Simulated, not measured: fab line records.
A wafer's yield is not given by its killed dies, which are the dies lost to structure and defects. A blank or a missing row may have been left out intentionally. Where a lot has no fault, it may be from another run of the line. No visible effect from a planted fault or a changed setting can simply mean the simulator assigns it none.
Which tool is to blame? | flow gf180mcu | 14 lots, 42 wafers sampled, at 4 steps of a route of 602

== WHAT THE GAUGES READ, wafer by wafer ==
GF_M5_CD_MEAS_07: target cd 280 nm. Usual: cd-nm 279.7 nm, standard deviation 1.3.
lot  | measured     | on        | cd-nm (nm)        | flag
L422 | day 26 04:27 | cd-sem-02 | 279.1 280.1 280.2 |
L424 | day 27 02:03 | cd-sem-01 | 281.2 280.4 280.1 |
L425 | day 27 06:05 | cd-sem-01 | 279.8 278.7 278.9 |
L427 | day 27 22:58 | cd-sem-02 | 280.7 278.7 280.2 |
L429 | day 28 16:32 | cd-sem-02 | 280.3 280.8 280.1 |
L430 | day 28 19:04 | cd-sem-02 | 277.7 277.6 278.0 |
L431 | day 29 02:03 | cd-sem-02 | 279.5 279.5 280.0 |
L432 | day 29 14:50 | cd-sem-02 | 280.9 280.3 280.3 |
L433 | day 29 21:06 | cd-sem-01 | 276.4 276.5 277.4 |
L434 | day 30 01:17 | cd-sem-01 | 278.1 276.8 276.8 |
L435 | day 30 03:58 | cd-sem-01 | 281.0 281.1 281.6 |
L436 | day 30 14:56 | cd-sem-02 | 280.7 280.5 280.8 |
L442 | day 32 03:26 | cd-sem-02 | 282.4 282.4 283.1 |
L444 | day 32 13:31 | cd-sem-02 | 277.3 277.1 276.8 |

GF_V5_OVL_MEAS_15. Usual: V5_OVL gives 2 nm (standard deviation 5.7).
lot  | measured     | on         | V5_OVL (nm) | flag
L422 | day 27 02:38 | overlay-02 | 11 8 6      |
L424 | day 27 23:46 | overlay-01 | -3 -1 6     |
L425 | day 28 03:30 | overlay-01 | -2 -1 -2    |
L427 | day 28 20:11 | overlay-02 | 6 5 4       |
L429 | day 29 13:10 | overlay-01 | 11 7 6      |
L430 | day 29 16:20 | overlay-02 | 1 2 7       |
L431 | day 29 22:15 | overlay-01 | -2 -2 3     |
L432 | day 30 11:07 | overlay-01 | 7 1 -1      |
L433 | day 30 16:53 | overlay-01 | 2 0 3       |
L434 | day 30 20:21 | overlay-02 | 8 9 10      |
L435 | day 30 23:19 | overlay-02 | -9 0 -10    |
L436 | day 31 09:56 | overlay-01 | 1 4 -2      |
L442 | day 32 20:50 | overlay-02 | -1 -4 -4    |
L444 | day 33 07:14 | overlay-02 | 3 3 9       |

== WHICH TOOL RAN EACH LOT (tool, then ch and the chambers of the sampled wafers, then the start) ==
lot  | GF_V1_SPUTTER_21             | GF_MIM_SPUTTER_00
L422 | pvd-sputter-02, day 18 02:26 | pvd-sputter-02, day 24 09:31
L424 | pvd-sputter-04, day 19 02:00 | pvd-sputter-03, day 25 07:24
L425 | pvd-sputter-04, day 19 07:05 | pvd-sputter-01, day 25 12:01
L427 | pvd-sputter-02, day 20 04:46 | pvd-sputter-02, day 26 05:47
L429 | pvd-sputter-02, day 21 01:43 | pvd-sputter-02, day 27 00:05
L430 | pvd-sputter-02, day 21 03:58 | pvd-sputter-03, day 27 02:35
L431 | pvd-sputter-03, day 21 11:35 | pvd-sputter-02, day 27 09:53
L432 | pvd-sputter-02, day 22 02:31 | pvd-sputter-01, day 27 22:52
L433 | pvd-sputter-03, day 22 11:19 | pvd-sputter-03, day 28 06:05
L434 | pvd-sputter-02, day 22 17:04 | pvd-sputter-02, day 28 09:31
L435 | pvd-sputter-02, day 22 20:23 | pvd-sputter-01, day 28 13:15
L436 | pvd-sputter-02, day 23 09:52 | pvd-sputter-01, day 29 00:31
L442 | pvd-sputter-04, day 25 09:49 | pvd-sputter-02, day 30 16:52
L444 | pvd-sputter-02, day 25 19:59 | pvd-sputter-02, day 31 02:28
- GF_V1_SPUTTER_21: material Ti, target thk 15 nm, time 80.02 s.
- GF_MIM_SPUTTER_00: material Ti, target thk 37.5 nm, time 150 s.

== WHAT THE TOOLS THEMSELVES READ (means of the sampled wafers that have a number; where no wafer has one, the mark that the record gives instead) ==
GF_V1_SPUTTER_21. Usual: throttle-valve-pct 29.8 %, standard deviation 1.3.
lot  | tool           | throttle-valve-pct (%) | flag
L422 | pvd-sputter-02 | 28.9                   |
L424 | pvd-sputter-04 | 29.3                   |
L425 | pvd-sputter-04 | 29.2                   |
L427 | pvd-sputter-02 | 29.8                   |
L429 | pvd-sputter-02 | 29.8                   |
L430 | pvd-sputter-02 | 29.4                   |
L431 | pvd-sputter-03 | 31.6                   |
L432 | pvd-sputter-02 | 30.8                   |
L433 | pvd-sputter-03 | 29.3                   |
L434 | pvd-sputter-02 | 29.7                   |
L435 | pvd-sputter-02 | 31.4                   |
L436 | pvd-sputter-02 | 31.0                   |
L442 | pvd-sputter-04 | 29.3                   |
L444 | pvd-sputter-02 | 30.7                   |

GF_MIM_SPUTTER_00. Usual: throttle-valve-pct 30.2 %, standard deviation 1.4.
lot  | tool           | throttle-valve-pct (%) | flag
L422 | pvd-sputter-02 | 30.6                   |
L424 | pvd-sputter-03 | 30.1                   |
L425 | pvd-sputter-01 | 30.5                   |
L427 | pvd-sputter-02 | 29.4                   |
L429 | pvd-sputter-02 | 30.6                   |
L430 | pvd-sputter-03 | 30.2                   |
L431 | pvd-sputter-02 | 30.8                   |
L432 | pvd-sputter-01 | 31.4                   |
L433 | pvd-sputter-03 | 30.1                   |
L434 | pvd-sputter-02 | 28.6                   |
L435 | pvd-sputter-01 | 30.1                   |
L436 | pvd-sputter-01 | 29.9                   |
L442 | pvd-sputter-02 | 30.1                   |
L444 | pvd-sputter-02 | 30.2                   |

== THE ANSWER, worked out from the rows above alone ==
Rule: a lot counts as off when the mean over its wafers that have a number is more than 3 standard deviations away from the usual mean. A lot without any number at a reading at which 4 lots or more have one is off too. Any other lot the step has rows for is counted as sound. Order of review: gauges by route order, followed by the tools' own readings, for which a lot's mean as printed above is used. At the first step where some lot is off, the reading lying furthest off is the one used; lots without a number count as furthest.
None of the lots is off at any reading shown; this tells nothing.

== WHAT HAD BEEN PUT IN BY THE SIMULATOR ==
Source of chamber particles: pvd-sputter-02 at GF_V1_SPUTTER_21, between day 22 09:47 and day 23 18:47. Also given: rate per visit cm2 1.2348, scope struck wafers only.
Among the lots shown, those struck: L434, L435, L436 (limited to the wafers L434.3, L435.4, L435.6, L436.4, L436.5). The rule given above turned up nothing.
